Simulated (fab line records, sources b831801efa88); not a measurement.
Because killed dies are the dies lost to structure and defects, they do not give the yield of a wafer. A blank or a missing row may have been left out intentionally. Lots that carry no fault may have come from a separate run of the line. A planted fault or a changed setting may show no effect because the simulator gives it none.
Which tool did it? -- flow sky130 -- 6 lots, 18 wafers sampled, at 2 steps of a route of 708

## WHAT THE GAUGES READ, wafer by wafer
SKY_LDD_HVN_TW_MEAS_10.
lot,measured,on,LDD_HVN_TW
L710,day 21 22:14,film-metro-03,1767 1769 1769 1767 1770 1776
L713,day 22 15:11,film-metro-03,1776 1772 1764 1767 1766 1789
L719,day 24 16:38,film-metro-03,1408 1414 1417
L724,day 26 22:30,film-metro-03,1428 1429 1428
L727,day 27 10:08,film-metro-04,1429 1425 1430
L728,day 28 02:26,film-metro-04,1438 1435 1437

## TOOL THAT RAN EACH LOT (tool first, then ch and the chambers of the sampled wafers, then the start)
lot,SKY_LDD_HVN_IMPLANT_08
L710,"implanter-04 ch 0, day 21 21:40"
L713,"implanter-03 ch 0, day 22 14:38"
L719,"implanter-03 ch 0, day 24 16:23"
L724,"implanter-01 ch 0, day 26 22:18"
L727,"implanter-04 ch 0, day 27 09:55"
L728,"implanter-03 ch 0, day 28 02:11"
- SKY_LDD_HVN_IMPLANT_08

## THE ANSWER, worked out from the rows above alone
Rule: the lots themselves supply what counts as usual. Put in order of their means at a reading, lots are off if they are a third of the lots or fewer, leave a main group of 4 or more, and stand apart from it by a gap of 3 or more times the standard deviation of the main group's means; of several such gaps the widest counts. The tables above print the reading to a certain number of digits; a main group whose means all agree to those digits is not used. Also off: a lot with no number at a reading for which 4 or more lots have one. All remaining lots with rows at the step are treated as sound.
Off: L710, L713, at SKY_LDD_HVN_TW_MEAS_10 (LDD_HVN_TW). The main group has a mean of 1426 with a standard deviation of 8.5.
A tool fits if, at a process step before that reading, it ran every lot that is off, and no sound lot after the first of them. Those tools and the gauges at SKY_LDD_HVN_TW_MEAS_10 are tried in the same way. None of those tried fits.

## WHAT THE SIMULATOR HAD PUT IN
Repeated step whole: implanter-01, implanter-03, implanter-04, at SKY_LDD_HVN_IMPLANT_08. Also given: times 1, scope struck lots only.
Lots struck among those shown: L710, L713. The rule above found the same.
